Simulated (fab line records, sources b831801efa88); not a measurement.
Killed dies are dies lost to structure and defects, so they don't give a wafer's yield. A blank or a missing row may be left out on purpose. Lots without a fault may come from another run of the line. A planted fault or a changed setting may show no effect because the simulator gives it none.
Which tool did it? | flow gf180mcu | 13 lots, 39 wafers sampled, at 3 steps of a route of 602

WHAT THE GAUGES READ, wafer by wafer
GF_V5_THK_MEAS_01.
lot  | measured     | on            | V5_CVD_00_THK (nm)
L181 | day 26 00:42 | film_metro-04 | 297.2 301.9 303.0
L182 | day 26 14:36 | film_metro-04 | 302.8 303.7 302.6
L184 | day 27 01:11 | film_metro-04 | 300.5 295.0 298.9
L186 | day 27 19:20 | film_metro-04 | 302.2 298.6 299.4
L187 | day 28 15:02 | film_metro-01 | 305.0 302.3 305.4
L188 | day 28 16:59 | film_metro-04 | 300.3 299.8 299.7
L189 | day 28 21:10 | film_metro-04 | 303.2 301.3 302.3
L190 | day 29 02:23 | film_metro-01 | 305.8 306.5 305.8
L192 | day 29 19:58 | film_metro-03 | 303.2 303.5 302.5
L194 | day 30 07:15 | film_metro-04 | 299.5 301.2 300.8
L195 | day 30 13:08 | film_metro-03 | 307.8 304.8 304.4
L196 | day 30 18:34 | film_metro-04 | 299.6 302.8 301.4
L197 | day 31 04:19 | film_metro-01 | 301.1 298.3 302.8

WHICH TOOL RAN EACH LOT (tool, then ch and the chambers of the sampled wafers, then the start)
lot  | GF_MIM_SPUTTER_08            | GF_M5_STRIP_11
L181 | pvd_sputter-01, day 24 04:10 | plasma_asher-03 ch 0,1, day 26 00:07
L182 | pvd_sputter-01, day 24 18:58 | plasma_asher-04 ch 0,1, day 26 14:02
L184 | pvd_sputter-02, day 25 05:44 | plasma_asher-04 ch 0,1, day 27 00:36
L186 | pvd_sputter-02, day 25 23:40 | plasma_asher-01 ch 0,1, day 27 18:45
L187 | pvd_sputter-03, day 26 21:10 | plasma_asher-03 ch 0,1, day 28 14:25
L188 | pvd_sputter-01, day 26 23:12 | plasma_asher-04 ch 0,1, day 28 16:25
L189 | pvd_sputter-03, day 27 04:24 | plasma_asher-03 ch 0,1, day 28 20:34
L190 | pvd_sputter-03, day 27 09:04 | plasma_asher-04 ch 0,1, day 29 01:48
L192 | pvd_sputter-03, day 28 04:04 | plasma_asher-03 ch 0,1, day 29 19:23
L194 | pvd_sputter-02, day 28 15:16 | plasma_asher-03 ch 0,1, day 30 06:20
L195 | pvd_sputter-02, day 28 22:14 | plasma_asher-01 ch 0,1, day 30 12:31
L196 | pvd_sputter-03, day 29 04:55 | plasma_asher-01 ch 0,1, day 30 17:59
L197 | pvd_sputter-01, day 29 14:09 | plasma_asher-01 ch 0,1, day 31 03:42
- GF_MIM_SPUTTER_08: material AlCu, target thk 200 nm, time 10.6 s.
- GF_M5_STRIP_11: strips in O2/N2.

WHAT THE TOOLS THEMSELVES READ (means of the sampled wafers that have a number; where no wafer has one, the mark that the record gives instead)
GF_MIM_SPUTTER_08.
lot  | tool           | throttle_valve_pct (%)
L181 | pvd_sputter-01 | 30.9
L182 | pvd_sputter-01 | 30.9
L184 | pvd_sputter-02 | 30.7
L186 | pvd_sputter-02 | 30.6
L187 | pvd_sputter-03 | 29.6
L188 | pvd_sputter-01 | 31.0
L189 | pvd_sputter-03 | 29.2
L190 | pvd_sputter-03 | 29.1
L192 | pvd_sputter-03 | 29.3
L194 | pvd_sputter-02 | 31.1
L195 | pvd_sputter-02 | 30.2
L196 | pvd_sputter-03 | 28.8
L197 | pvd_sputter-01 | 30.8

GF_M5_STRIP_11.
lot  | tool            | chamber_pressure_mTorr (mTorr) | drypump_motor_current_A (A) | heater_power_w (W) | n2_flow_sccm (sccm) | oes_product_au (a.u.) | strip_time_to_endpoint_s (s)
L181 | plasma_asher-03 | 1499.6                         | 6.2                         | 320                | 299.7               | 0.521                 | 7.04
L182 | plasma_asher-04 | 1499.4                         | 5.2                         | 349                | 299.9               | 0.521                 | 6.98
L184 | plasma_asher-04 | 1500.2                         | 5.2                         | 345                | 300.4               | 0.521                 | 7.06
L186 | plasma_asher-01 | 1500.2                         | 6.0                         | 314                | 300.4               | 0.519                 | 7.02
L187 | plasma_asher-03 | 1501.0                         | 6.1                         | 320                | 299.9               | 0.528                 | 7.08
L188 | plasma_asher-04 | 1500.3                         | 5.1                         | 364                | 299.8               | 0.528                 | 7.12
L189 | plasma_asher-03 | 1500.3                         | 6.1                         | 351                | 300.9               | 0.525                 | 7.05
L190 | plasma_asher-04 | 1500.7                         | 5.2                         | 342                | 301.0               | 0.523                 | 7.10
L192 | plasma_asher-03 | 1499.8                         | 6.1                         | 345                | 299.7               | 0.525                 | 7.06
L194 | plasma_asher-03 | 1500.1                         | 6.1                         | 349                | 298.8               | 0.522                 | 7.13
L195 | plasma_asher-01 | 1499.0                         | 6.0                         | 316                | 300.2               | 0.522                 | 7.04
L196 | plasma_asher-01 | 1501.0                         | 5.7                         | 315                | 299.4               | 0.525                 | 7.05
L197 | plasma_asher-01 | 1498.7                         | 5.7                         | 317                | 300.3               | 0.528                 | 7.08

THE ANSWER, worked out from the rows above alone
Rule: what is usual is taken from the lots themselves. Put in order of their means at a reading, lots are off if they are a third of the lots or fewer, leave a main group of 4 or more, and stand apart from it by a gap of 3 or more times the standard deviation of the main group's means; of several such gaps the widest counts. A main group whose means are all the same, to the digits that the tables above print for the reading, isn't used. A lot without any number at a reading at which 4 lots or more have one is off too. The other lots that the step has rows for count as sound. The gauges are gone through in route order, then the tools' own readings, and for those a lot's mean is taken as printed above. The first step at which some lot is off is used, and at that step the reading that is off furthest; a lot without a number counts as furthest.
No lot is off at any reading shown: from this, nothing can be told.

WHAT THE SIMULATOR HAD PUT IN
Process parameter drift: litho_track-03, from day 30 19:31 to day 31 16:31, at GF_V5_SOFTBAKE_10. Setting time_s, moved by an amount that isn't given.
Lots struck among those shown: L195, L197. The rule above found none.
